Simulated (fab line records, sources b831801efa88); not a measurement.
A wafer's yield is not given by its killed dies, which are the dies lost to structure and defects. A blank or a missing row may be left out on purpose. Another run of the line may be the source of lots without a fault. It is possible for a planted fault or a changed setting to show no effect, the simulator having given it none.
Which tool is to blame?    flow sky130    45 wafers from 15 lots sampled at 5 of the route's 708 steps

## WHAT EACH GAUGE READ, for each wafer
SKY_VIA1_BOW_MEAS_03. Usual: VIA1_BOW 80 um, standard deviation 7.1.
lot   measured      on             VIA1_BOW (um)  flag
L659  day 33 03:46  film metro-03  80 81 85       
L661  day 33 18:40  film metro-03  86 86 99       
L662  day 34 09:43  film metro-04  73 85 69       
L663  day 35 06:33  film metro-03  85 77 80       
L666  day 35 09:00  film metro-01  77 83 78       
L667  day 36 04:28  film metro-04  76 91 82       
L668  day 36 08:28  film metro-03  74 83 96       
L670  day 36 14:02  film metro-04  79 81 85       
L672  day 37 09:35  film metro-01  80 76 72       
L677  day 38 23:37  film metro-04  79 78 63       
L678  day 39 05:16  film metro-04  72 100 81      
L679  day 39 14:38  film metro-03  81 89 70       
L681  day 39 21:34  film metro-03  75 83 76       
L680  day 40 03:25  film metro-01  80 79 72       
L682  day 40 17:07  film metro-01  85 89 93       

SKY_VIA1_CD_MEAS_12: target cd 150 nm. Usual: cd nm 150.4 nm, standard deviation 1.7.
lot   measured      on         cd nm (nm)         flag
L659  day 34 07:23  cd sem-02  148.9 149.0 146.6  
L661  day 34 21:34  cd sem-01  149.9 151.2 150.0  
L662  day 35 12:23  cd sem-01  149.6 148.7 148.6  
L663  day 36 09:11  cd sem-01  150.2 152.6 151.1  
L666  day 36 11:37  cd sem-01  150.0 151.4 151.3  
L667  day 37 07:18  cd sem-02  125.0 124.0 150.7  OFF
L668  day 37 10:36  cd sem-01  123.7 152.4 124.9  OFF
L670  day 37 16:20  cd sem-01  122.7 151.3 150.2  OFF
L672  day 38 11:34  cd sem-02  152.1 152.8 152.1  
L677  day 40 00:59  cd sem-01  153.3 153.6 154.8  
L678  day 40 06:00  cd sem-02  149.0 150.9 150.3  
L679  day 40 15:21  cd sem-01  151.5 151.3 150.8  
L681  day 40 22:20  cd sem-02  151.9 153.4 150.8  
L680  day 41 03:42  cd sem-02  148.9 148.2 146.3  
L682  day 41 17:14  cd sem-01  149.5 150.9 151.3  

## TOOL THAT RAN EACH LOT (tool first, then ch and the chambers of the sampled wafers, then the start)
lot   SKY_CONTACT_ETCH_17                 SKY_CONTACT_STRIP_19                  SKY_VIA1_EXPOSE_09
L659  rie diel-01 ch 1,2,3, day 31 20:13  plasma asher-02 ch 0,1, day 31 20:18  krf scanner-01 ch 0, day 33 17:53
L661  rie diel-01 ch 2,3, day 32 12:00    plasma asher-02 ch 1, day 32 12:05    krf scanner-01 ch 0, day 34 08:20
L662  rie diel-03 ch 0,1,3, day 33 03:57  plasma asher-01 ch 0,1, day 33 04:02  krf scanner-02 ch 0, day 34 23:32
L663  rie diel-02 ch 0,2,3, day 34 00:41  plasma asher-02 ch 1, day 34 00:47    krf scanner-02 ch 0, day 35 20:14
L666  rie diel-01 ch 0,1,2, day 34 03:01  plasma asher-01 ch 0,1, day 34 03:06  krf scanner-01 ch 0, day 35 22:46
L667  rie diel-01 ch 1,2, day 34 22:04    plasma asher-02 ch 0,1, day 34 22:09  krf scanner-01 ch 0, day 36 18:16
L668  rie diel-01 ch 1,2, day 35 02:23    plasma asher-03 ch 0,1, day 35 02:29  krf scanner-01 ch 0, day 36 21:53
L670  rie diel-03 ch 0,3, day 35 09:21    plasma asher-02 ch 0, day 35 09:26    krf scanner-01 ch 0, day 37 03:29
L672  rie diel-02 ch 2,3, day 36 04:22    plasma asher-02 ch 0,1, day 36 04:29  krf scanner-02 ch 0, day 37 22:53
L677  rie diel-02 ch 1,2, day 37 18:56    plasma asher-02 ch 0,1, day 37 19:04  krf scanner-01 ch 0, day 39 12:23
L678  rie diel-01 ch 1,2,3, day 38 00:13  plasma asher-02 ch 0,1, day 38 00:18  krf scanner-01 ch 0, day 39 17:49
L679  rie diel-03 ch 1,2, day 38 10:10    plasma asher-02 ch 0,1, day 38 10:15  krf scanner-01 ch 0, day 40 03:16
L681  rie diel-02 ch 1,2,3, day 38 17:24  plasma asher-01 ch 0,1, day 38 17:29  krf scanner-01 ch 0, day 40 09:58
L680  rie diel-02 ch 0,1,3, day 38 23:39  plasma asher-01 ch 0,1, day 38 23:44  krf scanner-01 ch 0, day 40 15:56
L682  rie diel-01 ch 0,1, day 39 13:15    plasma asher-01 ch 0,1, day 39 13:20  krf scanner-02 ch 0, day 41 05:32
- SKY_CONTACT_ETCH_17: etches SiO2 in C4F8/O2/Ar, stops on Si3N4, target depth 340 nm.
- SKY_CONTACT_STRIP_19: strips in O2/N2.
- SKY_VIA1_EXPOSE_09: exposes mask VIM, target cd 150 nm.

## WHAT THE TOOLS THEMSELVES READ (means of the sampled wafers that have a number; where no wafer has one, the mark that the record gives instead)
SKY_CONTACT_ETCH_17. Usual: bias w 1200 W, standard deviation 3.6; oes product au 0.891 a.u., standard deviation 0.0051.
lot   tool         bias w (W)  oes product au (a.u.)  flag
L659  rie diel-01  1199        0.886                  
L661  rie diel-01  1198        0.891                  
L662  rie diel-03  1200        0.889                  
L663  rie diel-02  1204        0.889                  
L666  rie diel-01  1193        0.890                  
L667  rie diel-01  1203        0.889                  
L668  rie diel-01  1201        0.893                  
L670  rie diel-03  1196        0.892                  
L672  rie diel-02  1199        0.890                  
L677  rie diel-02  1203        0.891                  
L678  rie diel-01  1196        0.886                  
L679  rie diel-03  1203        0.889                  
L681  rie diel-02  1203        0.892                  
L680  rie diel-02  1200        0.894                  
L682  rie diel-01  1201        0.891                  

SKY_CONTACT_STRIP_19. Usual: drypump motor current A 5.9 A, standard deviation 0.46; oes product au 0.380 a.u., standard deviation 0.005; strip time to endpoint s 3.61 s, standard deviation 0.042.
lot   tool             drypump motor current A (A)  oes product au (a.u.)  strip time to endpoint s (s)  flag
L659  plasma asher-02  6.0                          0.373                  3.60                          
L661  plasma asher-02  5.2                          0.382                  3.59                          
L662  plasma asher-01  6.1                          0.381                  3.64                          
L663  plasma asher-02  5.2                          0.378                  3.53                          
L666  plasma asher-01  6.0                          0.381                  3.63                          
L667  plasma asher-02  6.0                          0.384                  3.62                          
L668  plasma asher-03  6.0                          0.378                  3.65                          
L670  plasma asher-02  6.4                          0.380                  3.62                          
L672  plasma asher-02  5.6                          0.377                  3.54                          
L677  plasma asher-02  5.6                          0.378                  3.57                          
L678  plasma asher-02  5.6                          0.380                  3.62                          
L679  plasma asher-02  5.6                          0.385                  3.63                          
L681  plasma asher-01  6.1                          0.377                  3.59                          
L680  plasma asher-01  6.0                          0.381                  3.58                          
L682  plasma asher-01  6.1                          0.380                  3.63                          

SKY_VIA1_EXPOSE_09. Usual: focus offset nm 0.1 nm, standard deviation 0.57.
lot   tool            focus offset nm (nm)  flag
L659  krf scanner-01  0.1                   
L661  krf scanner-01  0.3                   
L662  krf scanner-02  -0.4                  
L663  krf scanner-02  -0.3                  
L666  krf scanner-01  -0.3                  
L667  krf scanner-01  -0.1                  
L668  krf scanner-01  0.2                   
L670  krf scanner-01  0.4                   
L672  krf scanner-02  0.5                   
L677  krf scanner-01  0.2                   
L678  krf scanner-01  -0.4                  
L679  krf scanner-01  -0.0                  
L681  krf scanner-01  -0.2                  
L680  krf scanner-01  0.7                   
L682  krf scanner-02  -0.1                  

## THE ANSWER, worked out from the rows above alone
Rule: take the mean of a lot's wafers that have a number; if it is more than 3 standard deviations from the usual mean, the lot is off. A lot without any number at a reading at which 4 lots or more have one is off too. Any other lot the step has rows for is counted as sound. First the gauges in route order, then the tools' own readings, where a lot's mean is used as printed above. At the first step where some lot is off, the reading lying furthest off is the one used; lots without a number count as furthest.
Off, at SKY_VIA1_CD_MEAS_12 on cd nm: L667, L668, L670.
If a tool, at a process step before that reading, ran all the lots that are off and no sound lot after the first of them, it fits. Gauges at SKY_VIA1_CD_MEAS_12: tried the same way as those tools. Not one of the candidates tried fits.

## WHAT THE SIMULATOR HAD PUT IN
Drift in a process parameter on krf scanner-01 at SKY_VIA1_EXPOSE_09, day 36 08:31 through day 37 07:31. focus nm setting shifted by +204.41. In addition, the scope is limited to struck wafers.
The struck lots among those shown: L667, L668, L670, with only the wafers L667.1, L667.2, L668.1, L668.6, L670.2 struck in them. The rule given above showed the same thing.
